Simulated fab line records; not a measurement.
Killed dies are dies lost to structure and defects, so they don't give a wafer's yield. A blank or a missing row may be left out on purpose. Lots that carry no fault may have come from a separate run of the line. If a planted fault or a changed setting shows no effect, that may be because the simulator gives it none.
Split-lot experiment :: flow sky130 :: 5 lots, 23 wafers read, on a route of 708 steps

== THE SPLIT ==
At SKY_LDD_P_IMPLANT_09, the setting energy-kev was moved away from the recipe's 25 on 9 of the 23 wafers read, by -6.0% to +4.0%. This setting was run at the recipe's value on the other wafers.

== FROM THE SPLIT ON TO THE READING: in between, the file shows 1 step ==
- SKY_LDD_P_STRIP_10: strips in O2/N2

== THE READING ==
LDD_P_TW, at SKY_LDD_P_TW_MEAS_11. A value of 631 with a standard deviation of 3.1 is what fault-free wafers of this fab line usually give.

wafer: L076.1
tool, chamber at the split: implanter-03, 0
energy-kev as run: 25
against the recipe: recipe
LDD_P_TW: 636
against lot-mates on the recipe: -

wafer: L076.2
tool, chamber at the split: implanter-03, 0
energy-kev as run: 25
against the recipe: recipe
LDD_P_TW: 634
against lot-mates on the recipe: -

wafer: L076.3
tool, chamber at the split: implanter-03, 0
energy-kev as run: 25
against the recipe: recipe
LDD_P_TW: 635
against lot-mates on the recipe: -

wafer: L076.5
tool, chamber at the split: implanter-03, 0
energy-kev as run: 25
against the recipe: recipe
LDD_P_TW: 635
against lot-mates on the recipe: -

wafer: L076.6
tool, chamber at the split: implanter-03, 0
energy-kev as run: 25
against the recipe: recipe
LDD_P_TW: 634
against lot-mates on the recipe: -

wafer: L078.1
tool, chamber at the split: implanter-02, 0
energy-kev as run: 25
against the recipe: recipe
LDD_P_TW: 630
against lot-mates on the recipe: -

wafer: L078.3
tool, chamber at the split: implanter-02, 0
energy-kev as run: 26.01
against the recipe: +4.0%
LDD_P_TW: 635
against lot-mates on the recipe: +4

wafer: L078.4
tool, chamber at the split: implanter-02, 0
energy-kev as run: 26.01
against the recipe: +4.0%
LDD_P_TW: 637
against lot-mates on the recipe: +6

wafer: L078.5
tool, chamber at the split: implanter-02, 0
energy-kev as run: 25
against the recipe: recipe
LDD_P_TW: 631
against lot-mates on the recipe: -

wafer: L078.6
tool, chamber at the split: implanter-02, 0
energy-kev as run: 26.01
against the recipe: +4.0%
LDD_P_TW: 636
against lot-mates on the recipe: +6

wafer: L083.1
tool, chamber at the split: implanter-01, 0
energy-kev as run: 24.3
against the recipe: -2.8%
LDD_P_TW: 628
against lot-mates on the recipe: +0

wafer: L083.2
tool, chamber at the split: implanter-01, 0
energy-kev as run: 25
against the recipe: recipe
LDD_P_TW: 627
against lot-mates on the recipe: -

wafer: L083.3
tool, chamber at the split: implanter-01, 0
energy-kev as run: 24.3
against the recipe: -2.8%
LDD_P_TW: 625
against lot-mates on the recipe: -3

wafer: L083.4
tool, chamber at the split: implanter-01, 0
energy-kev as run: 25
against the recipe: recipe
LDD_P_TW: 629
against lot-mates on the recipe: -

wafer: L083.5
tool, chamber at the split: implanter-01, 0
energy-kev as run: 24.3
against the recipe: -2.8%
LDD_P_TW: 629
against lot-mates on the recipe: +1

wafer: L081.4
tool, chamber at the split: implanter-02, 0
energy-kev as run: 25
against the recipe: recipe
LDD_P_TW: 632
against lot-mates on the recipe: -

wafer: L081.5
tool, chamber at the split: implanter-02, 0
energy-kev as run: 25
against the recipe: recipe
LDD_P_TW: 630
against lot-mates on the recipe: -

wafer: L081.6
tool, chamber at the split: implanter-02, 0
energy-kev as run: 25
against the recipe: recipe
LDD_P_TW: 631
against lot-mates on the recipe: -

wafer: L084.1
tool, chamber at the split: implanter-03, 0
energy-kev as run: 25
against the recipe: recipe
LDD_P_TW: 632
against lot-mates on the recipe: -

wafer: L084.2
tool, chamber at the split: implanter-03, 0
energy-kev as run: 23.51
against the recipe: -6.0%
LDD_P_TW: 622
against lot-mates on the recipe: -10

wafer: L084.3
tool, chamber at the split: implanter-03, 0
energy-kev as run: 23.51
against the recipe: -6.0%
LDD_P_TW: 618
against lot-mates on the recipe: -14

wafer: L084.4
tool, chamber at the split: implanter-03, 0
energy-kev as run: 23.51
against the recipe: -6.0%
LDD_P_TW: 618
against lot-mates on the recipe: -14

wafer: L084.5
tool, chamber at the split: implanter-03, 0
energy-kev as run: 25
against the recipe: recipe
LDD_P_TW: 633
against lot-mates on the recipe: -

FIT RESULTS
A straight line over all 23 wafers: LDD_P_TW changes by +1.7 for each +1% of energy-kev; r = +0.88; the points scatter about the line by 2.6.
The same after taking each lot's own level away (the mean of its wafers on the recipe; 23 wafers): +1.72 for each +1%; r = +0.90; scatter 2.3.
According to that fit, moving energy-kev by its largest amount changes the reading by 10.
Measured against the standard deviation above, the lots' own levels, which go from 628.0 to 634.8, span 2.2 times it.
Consequently the slope shifts little with the lot-to-lot level, the two slopes agreeing.
Check: -10.2 against its lot-mates is what the line predicts for one of the wafers moved furthest among these (-6.0%) when that wafer is left out of the fit. Against them it came out at -10.5.

== OTHER SPLITS APPLIED TO THESE WAFERS ==
Note: prior to the reading, these wafers also went through further splits. Each is held against what the fit with the lots' levels taken away leaves over:
other split on the same wafers: SKY_GATE_OXIDE_DEVELOP_09 develop-time-s
wafers away from the commonest value: 8
r with LDD_P_TW (lot level and that fit taken away): -0.30

other split on the same wafers: SKY_POLY_GATE_COAT_07 spin-rpm
wafers away from the commonest value: 7
r with LDD_P_TW (lot level and that fit taken away): -0.18

other split on the same wafers: SKY_POLY_GATE_EXPOSE_10 dose-mj
wafers away from the commonest value: 9
r with LDD_P_TW (lot level and that fit taken away): +0.33

other split on the same wafers: SKY_POLY_GATE_ETCH_17 time-s
wafers away from the commonest value: 6
r with LDD_P_TW (lot level and that fit taken away): -0.22

other split on the same wafers: SKY_LDD_P_DEVELOP_06 dev-temp-c
wafers away from the commonest value: 10
r with LDD_P_TW (lot level and that fit taken away): -0.24

== THE WHOLE CHAIN: every reading that the file lists as answering this split, in the file's order ==
step: SKY_LDD_P_IMPLANT_09
what it does: 
reading: implant.rp-nm (the simulator's own value, which no gauge read)
change (the file's fit): +0.167 nm for each +1% of the setting
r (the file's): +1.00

step: SKY_LDD_P_IMPLANT_09
what it does: 
reading: implant.drp-nm (the simulator's own value, which no gauge read)
change (the file's fit): +0.0808 nm for each +1% of the setting
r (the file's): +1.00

step: SKY_LDD_P_TW_MEAS_11
what it does: 
reading: LDD_P_TW
change (the file's fit): +1.73 for each +1% of the setting
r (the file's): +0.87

== FILE'S OWN FIT ==
LDD_P_TW changes by +1.73 for each +1% of energy-kev, r = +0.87.
